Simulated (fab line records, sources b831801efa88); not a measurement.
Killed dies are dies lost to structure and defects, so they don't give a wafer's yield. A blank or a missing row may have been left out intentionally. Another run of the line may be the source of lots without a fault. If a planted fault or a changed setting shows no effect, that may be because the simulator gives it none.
fab line records ; flow sky130
record lots=12; wafers=36; last-day=49
route steps=708 shown VT_ADJUST_HVTP@93 VT_ADJUST_LVTN@112 SONOS_TUNNEL@162 PAD_OPEN@708
lots with no fault: from the same line, run without faults
start-h: hours from the record's opening day to when the first of the lot's shown wafers began ; wait-h: time in hours since the lot's previous step ; " same as the row above ; L1.1+2: several wafers, shown together as one row ; - either no value or no given start ; * or withheld: withheld ; < > ~ a bound
route shown NAME@n: a module of which the file shows steps, and the number in the route of the first ; usual: the fault-free wafers' mean and standard deviation ; same: alike in all rows ; chamber/n: place in a boat ; sites: the reading at each site ; _std_site: the standard deviation of these ; _edge_site: inner sites' mean taken away from outer sites' mean ; radius-mm: how far each site lies from the wafer's centre ; mask NAME#n: copy n ; behind: the most recent tool/chamber to have shaped the wafer ; hold: cause of the lot's hold/its duration in hours/its outcome ; device: whichever transistor did not switch (one of n, p or np) ; end of line: the same wafers' tests at the end of the route ; for a step that has no rows: nothing shown but its recipe ; killed: count of dies lost to structure and defects at first sort (not the wafer's yield) ; map: the dies of a wafer, with x for killed, . for not killed, _ for no die there
set.NAME: setting as actually run; set.NAME@STEP: the setting as run at that earlier step ; model.NAME: the simulator's own value behind a step, which no gauge read
steps of the route over a sample of lots; a table a step, a row a wafer
services: the hour from which a tool's chamber was out of use, counted from the record's first day as start-h (under 0 if before that day), plus the number of hours and why
## steps
# step SKY_VT_ADJUST_HVTP_OVL_MEAS_08
# usual VT_ADJUST_HVTP_OVL=0.6/1.4
lot.wafer;tool;chamber;start-h;wait-h;VT_ADJUST_HVTP_OVL[nm]
L717.1;overlay-01;-;122.04;0.1;1.6
L717.2;overlay-01;-;122.04;0.1;2.8
L717.5;overlay-01;-;122.04;0.1;2.8
L718.3;overlay-02;-;122.70;0.1;-0.3
L718.5;overlay-02;-;122.70;0.1;0.9
L718.6;overlay-02;-;122.70;0.1;0.1
L719.1;overlay-01;-;137.24;0.1;2.4
L719.3;overlay-01;-;137.24;0.1;3.8
L719.4;overlay-01;-;137.24;0.1;2.0
L722.4;overlay-01;-;162.11;0.1;0.9
L722.5;overlay-01;-;162.11;0.1;0.9
L722.6;overlay-01;-;162.11;0.1;0.9
L726.1;overlay-02;-;175.89;0.1;0.7
L726.3;overlay-02;-;175.89;0.1;-0.2
L726.4;overlay-02;-;175.89;0.1;1.4
L730.1;overlay-02;-;207.67;0.1;-1.3
L730.2;overlay-02;-;207.67;0.1;0.9
L730.4;overlay-02;-;207.67;0.1;0.4
L732.4;overlay-01;-;220.68;0.1;-0.3
L732.5;overlay-01;-;220.68;0.1;-1.7
L732.6;overlay-01;-;220.68;0.1;-0.9
L731.1;overlay-02;-;220.97;0.1;1.6
L731.3;overlay-02;-;220.97;0.1;1.3
L731.6;overlay-02;-;220.97;0.1;-0.3
L733.1;overlay-01;-;226.44;0.1;1.0
L733.4;overlay-01;-;226.44;0.1;0.3
L733.6;overlay-01;-;226.44;0.1;1.9
L734.4;overlay-02;-;232.18;0.1;-0.1
L734.5;overlay-02;-;232.18;0.1;-1.0
L734.6;overlay-02;-;232.18;0.1;0.2
L736.3;overlay-01;-;244.80;0.1;2.1
L736.5;overlay-01;-;244.80;0.1;2.4
L736.6;overlay-01;-;244.80;0.1;2.2
L737.2;overlay-02;-;251.77;0.1;1.4
L737.3;overlay-02;-;251.77;0.1;0.7
L737.4;overlay-02;-;251.77;0.1;0.9
# step SKY_VT_ADJUST_HVTP_STRIP_10
# recipe chemistry=O2/N2; power-w=1400; pressure-mtorr=1500; platen-temp-c=withheld; o2-flow-sccm=3000; n2-flow-sccm=300; overash-fraction=0.5
# usual drypump-motor-current-A=5.8/0.6; oes-product-au=0.716/0.0043; strip-time-to-endpoint-s=14.17/0.037
lot.wafer;tool;chamber;start-h;wait-h;drypump-motor-current-A;oes-product-au;rf-hours-counter-h;strip-time-to-endpoint-s
L717.1;plasma-asher-02;1;122.23;0.1;6.6;0.709;32;14.24
L717.2;plasma-asher-02;0;122.23;0.1;5.3;0.719;32;14.19
L717.5;plasma-asher-02;0;122.23;0.1;5.3;0.709;-;14.17
L718.3;plasma-asher-03;1;122.91;0.1;6.0;0.712;-;14.09
L718.5;plasma-asher-03;1;122.91;0.1;6.0;0.721;-;14.14
L718.6;plasma-asher-03;0;122.91;0.1;5.0;0.717;-;14.10
L719.1;plasma-asher-03;1;137.43;0.1;5.9;0.713;2;14.17
L719.3;plasma-asher-03;0;137.43;0.1;5.0;0.720;-;14.15
L719.4;plasma-asher-03;1;137.43;0.1;6.0;0.716;-;14.17
L722.4;plasma-asher-04;1;162.31;0.1;6.2;0.708;-;14.16
L722.5;plasma-asher-04;0;162.31;0.1;5.4;0.729;-;14.18
L722.6;plasma-asher-04;1;162.31;0.1;6.3;0.712;-;14.17
L726.1;plasma-asher-02;1;176.08;0.1;6.7;0.724;37;14.18
L726.3;plasma-asher-02;1;176.08;0.1;6.6;0.705;-;14.22
L726.4;plasma-asher-02;0;176.08;0.1;5.3;0.714;-;14.16
L730.1;plasma-asher-04;1;207.85;0.1;6.3;0.718;54;14.21
L730.2;plasma-asher-04;0;207.85;0.1;5.3;0.717;54;14.18
L730.4;plasma-asher-04;0;207.85;0.1;5.3;0.717;-;14.26
L732.4;plasma-asher-04;1;220.89;0.1;6.2;0.719;-;14.22
L732.5;plasma-asher-04;0;220.89;0.1;5.3;0.720;-;14.22
L732.6;plasma-asher-04;1;220.89;0.1;6.3;0.712;-;14.20
L731.1;plasma-asher-02;0;221.15;0.1;5.3;0.716;42;14.21
L731.3;plasma-asher-02;1;221.15;0.1;6.6;0.718;-;14.24
L731.6;plasma-asher-02;0;221.15;0.1;5.3;0.725;-;14.21
L733.1;plasma-asher-02;1;226.62;0.1;6.6;0.719;42;14.16
L733.4;plasma-asher-02;1;226.62;0.1;6.6;0.709;-;14.14
L733.6;plasma-asher-02;1;226.62;0.1;6.6;0.714;-;14.15
L734.4;plasma-asher-02;1;232.39;0.1;6.6;0.709;-;14.10
L734.5;plasma-asher-02;0;232.39;0.1;5.3;0.719;-;14.11
L734.6;plasma-asher-02;1;232.39;0.1;6.6;0.711;-;14.16
L736.3;plasma-asher-03;0;245.01;0.1;5.0;0.713;-;14.16
L736.5;plasma-asher-03;0;245.01;0.1;5.0;0.712;-;14.12
L736.6;plasma-asher-03;1;245.01;0.1;6.0;0.714;-;14.14
L737.2;plasma-asher-03;1;251.95;0.1;6.0;0.714;13;14.18
L737.3;plasma-asher-03;0;251.95;0.1;5.0;0.719;-;14.16
L737.4;plasma-asher-03;1;251.95;0.1;6.0;0.716;-;14.15
# step SKY_VT_ADJUST_LVTN_EXPOSE_15
# recipe mask-id=HVN_STD_DERIVED; na=0.6; source-shape=conventional; sigma-outer=0.6; polarization=unpolarized; target-cd-nm=600; dose-mj=163
lot.wafer;tool;chamber;start-h;wait-h;mask
L717.1+2+5;iline-stepper-02;0;151.69;-;HVN_STD_DERIVED#0
L718.3+5+6;iline-stepper-01;0;152.01;-;HVN_STD_DERIVED#0
L719.1+3+4;iline-stepper-01;0;167.49;-;HVN_STD_DERIVED#0
L722.4+5+6;iline-stepper-01;0;194.55;-;HVTPM#0
L726.1+3+4;iline-stepper-01;0;208.99;-;HVN_STD_DERIVED#0
L730.1+2+4;iline-stepper-01;0;241.82;-;HVN_STD_DERIVED#0
L732.4+5+6;iline-stepper-01;0;255.23;-;HVN_STD_DERIVED#0
L731.1+3+6;iline-stepper-01;0;255.54;-;HVN_STD_DERIVED#0
L733.1+4+6;iline-stepper-01;0;261.59;-;HVN_STD_DERIVED#0
L734.4+5+6;iline-stepper-01;0;267.85;-;HVN_STD_DERIVED#0
L736.3+5+6;iline-stepper-01;0;282.11;-;HVN_STD_DERIVED#0
L737.2+3+4;iline-stepper-02;0;289.43;-;HVN_STD_DERIVED#0
# step SKY_VT_ADJUST_LVTN_OVL_MEAS_18
# usual VT_ADJUST_LVTN_01_OVL=0.6/1.2
lot.wafer;tool;chamber;start-h;wait-h;VT_ADJUST_LVTN_01_OVL[nm]
L717.1;overlay-01;-;161.37;0.1;-1.8
L717.2;overlay-01;-;161.37;0.1;-1.1
L717.5;overlay-01;-;161.37;0.1;-0.8
L718.3;overlay-02;-;161.68;0.1;-1.7
L718.5;overlay-02;-;161.68;0.1;-1.2
L718.6;overlay-02;-;161.68;0.1;-0.5
L719.1;overlay-02;-;177.89;0.1;3.9
L719.3;overlay-02;-;177.89;0.1;2.3
L719.4;overlay-02;-;177.89;0.1;1.5
L722.4;overlay-01;-;204.49;0.1;-
L722.5;overlay-01;-;204.49;0.1;-
L722.6;overlay-01;-;204.49;0.1;-
L726.1;overlay-02;-;220.19;0.1;1.1
L726.3;overlay-02;-;220.19;0.1;0.3
L726.4;overlay-02;-;220.19;0.1;-1.7
L730.1;overlay-01;-;253.09;0.1;2.3
L730.2;overlay-01;-;253.09;0.1;2.0
L730.4;overlay-01;-;253.09;0.1;3.6
L732.4;overlay-02;-;267.04;0.1;0.4
L732.5;overlay-02;-;267.04;0.1;-0.5
L732.6;overlay-02;-;267.04;0.1;0.8
L731.1;overlay-01;-;267.32;0.1;1.2
L731.3;overlay-01;-;267.32;0.1;0.9
L731.6;overlay-01;-;267.32;0.1;1.6
L733.1;overlay-02;-;273.99;0.1;0.5
L733.4;overlay-02;-;273.99;0.1;1.0
L733.6;overlay-02;-;273.99;0.1;2.4
L734.4;overlay-02;-;280.06;0.1;-0.4
L734.5;overlay-02;-;280.06;0.1;0.1
L734.6;overlay-02;-;280.06;0.1;-0.5
L736.3;overlay-02;-;294.23;0.1;-0.6
L736.5;overlay-02;-;294.23;0.1;0.7
L736.6;overlay-02;-;294.23;0.1;1.5
L737.2;overlay-01;-;302.24;0.1;0.0
L737.3;overlay-01;-;302.24;0.1;0.0
L737.4;overlay-01;-;302.24;0.1;1.2
# step SKY_VT_ADJUST_LVTN_TW_MEAS_21
# usual VT_ADJUST_LVTN_2_TW=188.1/0.9
lot.wafer;tool;chamber;start-h;wait-h;hold;VT_ADJUST_LVTN_2_TW
L717.1;film-metro-03;-;161.65;0.1;-;187.6
L717.2;film-metro-03;-;161.65;0.1;-;187.6
L717.5;film-metro-03;-;161.65;0.1;-;186.6
L718.3;film-metro-04;-;161.97;0.1;-;188.8
L718.5;film-metro-04;-;161.97;0.1;-;189.0
L718.6;film-metro-04;-;161.97;0.1;-;188.3
L719.1;film-metro-04;-;178.17;0.1;-;188.9
L719.3;film-metro-04;-;178.17;0.1;-;189.2
L719.4;film-metro-04;-;178.17;0.1;-;189.5
L722.4;film-metro-01;-;204.78;0.1;await-dispo/0.2h/release;30.0
L722.5;film-metro-01;-;204.78;0.1;await-dispo/0.2h/release;30.0
L722.6;film-metro-01;-;204.78;0.1;await-dispo/0.2h/release;30.1
L722.4;film-metro-01;-;205.05;0.3;-;30.2
L722.5;film-metro-01;-;205.05;0.3;-;30.1
L722.6;film-metro-01;-;205.05;0.3;-;30.2
L726.1;film-metro-01;-;220.47;0.1;-;189.3
L726.3;film-metro-01;-;220.47;0.1;-;189.1
L726.4;film-metro-01;-;220.47;0.1;-;188.9
L730.1;film-metro-01;-;253.38;0.1;-;189.3
L730.2;film-metro-01;-;253.38;0.1;-;188.3
L730.4;film-metro-01;-;253.38;0.1;-;189.5
L732.4;film-metro-03;-;267.33;0.1;-;186.1
L732.5;film-metro-03;-;267.33;0.1;-;186.9
L732.6;film-metro-03;-;267.33;0.1;-;186.3
L731.1;film-metro-01;-;267.60;0.1;-;188.2
L731.3;film-metro-01;-;267.60;0.1;-;187.8
L731.6;film-metro-01;-;267.60;0.1;-;188.4
L733.1;film-metro-01;-;274.27;0.1;-;189.0
L733.4;film-metro-01;-;274.27;0.1;-;188.2
L733.6;film-metro-01;-;274.27;0.1;-;188.7
L734.4;film-metro-04;-;280.35;0.1;-;188.6
L734.5;film-metro-04;-;280.35;0.1;-;188.5
L734.6;film-metro-04;-;280.35;0.1;-;187.9
L736.3;film-metro-04;-;294.52;0.1;-;187.3
L736.5;film-metro-04;-;294.52;0.1;-;186.6
L736.6;film-metro-04;-;294.52;0.1;-;187.5
L737.2;film-metro-01;-;302.53;0.1;-;188.3
L737.3;film-metro-01;-;302.53;0.1;-;187.9
L737.4;film-metro-01;-;302.53;0.1;-;187.3
# step SKY_SONOS_TUNNEL_OVL_MEAS_08
# usual SONOS_TUNNEL_OVL=-0.2/1.4
lot.wafer;tool;chamber;start-h;wait-h;SONOS_TUNNEL_OVL[nm]
L717.1;overlay-01;-;250.26;0.1;-0.1
L717.2;overlay-01;-;250.26;0.1;-0.1
L717.5;overlay-01;-;250.26;0.1;1.2
L718.3;overlay-02;-;250.88;0.1;-1.5
L718.5;overlay-02;-;250.88;0.1;-1.2
L718.6;overlay-02;-;250.88;0.1;-2.3
L719.1;overlay-02;-;268.61;0.1;0.7
L719.3;overlay-02;-;268.61;0.1;-1.2
L719.4;overlay-02;-;268.61;0.1;0.3
L726.1;overlay-02;-;317.76;0.1;1.0
L726.3;overlay-02;-;317.76;0.1;-0.2
L726.4;overlay-02;-;317.76;0.1;0.8
L730.1;overlay-01;-;357.01;0.1;-0.7
L730.2;overlay-01;-;357.01;0.1;-0.9
L730.4;overlay-01;-;357.01;0.1;-1.5
L732.4;overlay-02;-;373.51;0.1;-1.2
L732.5;overlay-02;-;373.51;0.1;-0.3
L732.6;overlay-02;-;373.51;0.1;0.0
L731.1;overlay-02;-;374.39;0.1;-1.2
L731.3;overlay-02;-;374.39;0.1;-1.6
L731.6;overlay-02;-;374.39;0.1;-0.7
L733.1;overlay-02;-;380.61;0.1;-2.1
L733.4;overlay-02;-;380.61;0.1;-1.2
L733.6;overlay-02;-;380.61;0.1;-2.3
L734.4;overlay-01;-;387.76;0.1;1.3
L734.5;overlay-01;-;387.76;0.1;0.6
L734.6;overlay-01;-;387.76;0.1;2.2
L736.3;overlay-02;-;404.97;0.1;1.3
L736.5;overlay-02;-;404.97;0.1;-0.9
L736.6;overlay-02;-;404.97;0.1;-0.5
L737.2;overlay-01;-;414.83;0.1;1.1
L737.3;overlay-01;-;414.83;0.1;-0.1
L737.4;overlay-01;-;414.83;0.1;-0.5
# step SKY_PAD_OPEN_PROBE_99
# usual defect-limited-yield=82.7/1.9; killed_at_M0_to_M3=43/6.8; killed_at_M4_up=2.9/1.7; killed-at-contacts=24/5.4; killed-at-front-end=15/4.8; killed-at-other=0.3/0.57; killed-dies=85/9.4; killed-open=47/7.5; killed-short=38/5.7; sort_bin_3_pad_short=0.8/0.37; sort_bin_5_function=10.2/1.5; sort_bin_6_memory=6.2/1.1; sort-n-pass=407/9.4; sort-yield-pct=82.7/1.9
# same gross-dies=492; killed-at-back-side=0; sort_bin_4_leakage[%]=0; sort_bin_8_speed[%]=0
lot.wafer;tool;chamber;start-h;wait-h;defect-limited-yield[%];killed_at_M0_to_M3;killed_at_M4_up;killed-at-contacts;killed-at-front-end;killed-at-other;killed-dies;killed-open;killed-short;sort_bin_3_pad_short[%];sort_bin_5_function[%];sort_bin_6_memory[%];sort-n-pass;sort-yield-pct[%]
L726.1;prober-02;-;1126.15;0.1;81.3;45;3;21;23;0;92;51;41;1.0;10.2;7.5;400;81.3
L726.3;prober-02;-;1126.25;0.2;78.9;50;3;33;17;1;104;61;43;1.2;12.2;7.7;388;78.9
L726.4;prober-02;-;1126.30;0.2;84.6;26;4;22;23;1;76;33;43;1.0;8.7;5.7;416;84.6
# killed by level:class
L726.1 CONTACT:geometric-particle:open=9 VIA2:geometric-particle:open=9 VIA3:geometric-particle:open=8 VIA1:geometric-particle:open=7 METAL2:geometric-particle:short=6 FIELD_ISO:geometric-particle:open=5 POLY_GATE:geometric-particle:open=5 LOCAL_INTERCONNECT:geometric-particle:short=5
L726.3 CONTACT:geometric-particle:open=16 VIA1:geometric-particle:open=11 VIA3:geometric-particle:open=9 METAL2:geometric-particle:short=7 FIELD_ISO:geometric-particle:open=6 CONTACT:geometric-particle:short=6 VIA2:geometric-particle:open=6 LI_CONTACT:geometric-particle:open=5
L726.4 CONTACT:geometric-particle:open=8 FIELD_ISO:geometric-particle:short=6 LI_CONTACT:geometric-particle:open=6 POLY_GATE:geometric-particle:short=5 VIA2:geometric-particle:short=5 FIELD_ISO:geometric-particle:open=4 VIA2:geometric-particle:open=4 VIA1:geometric-particle:open=4
## services
tool;chamber;start-h;hours;kind
plasma-asher-03;-;108.78;9.0;pm
plasma-asher-03;0;108.78;9.0;vent-cycle
plasma-asher-03;1;108.78;9.0;vent-cycle
plasma-asher-03;0;117.78;-;clean
plasma-asher-03;1;117.78;-;clean
iline-stepper-02;-;156.06;11.4;repair
iline-stepper-01;-;167.61;1.7;pm
iline-stepper-01;-;167.72;0.8;repair
plasma-asher-04;-;182.90;10.3;pm
plasma-asher-03;-;192.72;4.5;repair
plasma-asher-03;-;234.28;2.2;repair
iline-stepper-02;-;279.37;1.7;pm
plasma-asher-04;-;280.07;2.8;pm
## key
first-sign step=SKY_VT_ADJUST_LVTN_EXPOSE_15; reading=mask; direction=changed
effect step=SKY_VT_ADJUST_LVTN_OVL_MEAS_18; reading=VT_ADJUST_LVTN_01_OVL; direction=missing
effect step=SKY_VT_ADJUST_LVTN_TW_MEAS_21; reading=visit; direction=added
effect step=SKY_VT_ADJUST_LVTN_TW_MEAS_21; reading=VT_ADJUST_LVTN_2_TW; direction=down; sigmas=99+; usual=188.1; struck=30.0
met-at SKY_VT_ADJUST_LVTN_EXPOSE_15
struck-lots L722
scrapped-behind SKY_VT_ADJUST_LVTN_TW_MEAS_21 L722.4,L722.5,L722.6
not-acting-at SKY_VT_ADJUST_HVTP_OVL_MEAS_08,SKY_VT_ADJUST_HVTP_STRIP_10,SKY_SONOS_TUNNEL_OVL_MEAS_08
onset-between 167.49 194.55
fault kind=wrong-mask; tool=any; chamber=-; onset-h=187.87; steps=SKY_VT_ADJUST_LVTN_EXPOSE_15; aux-copy=HVTPM#0; scope=struck-lots-only
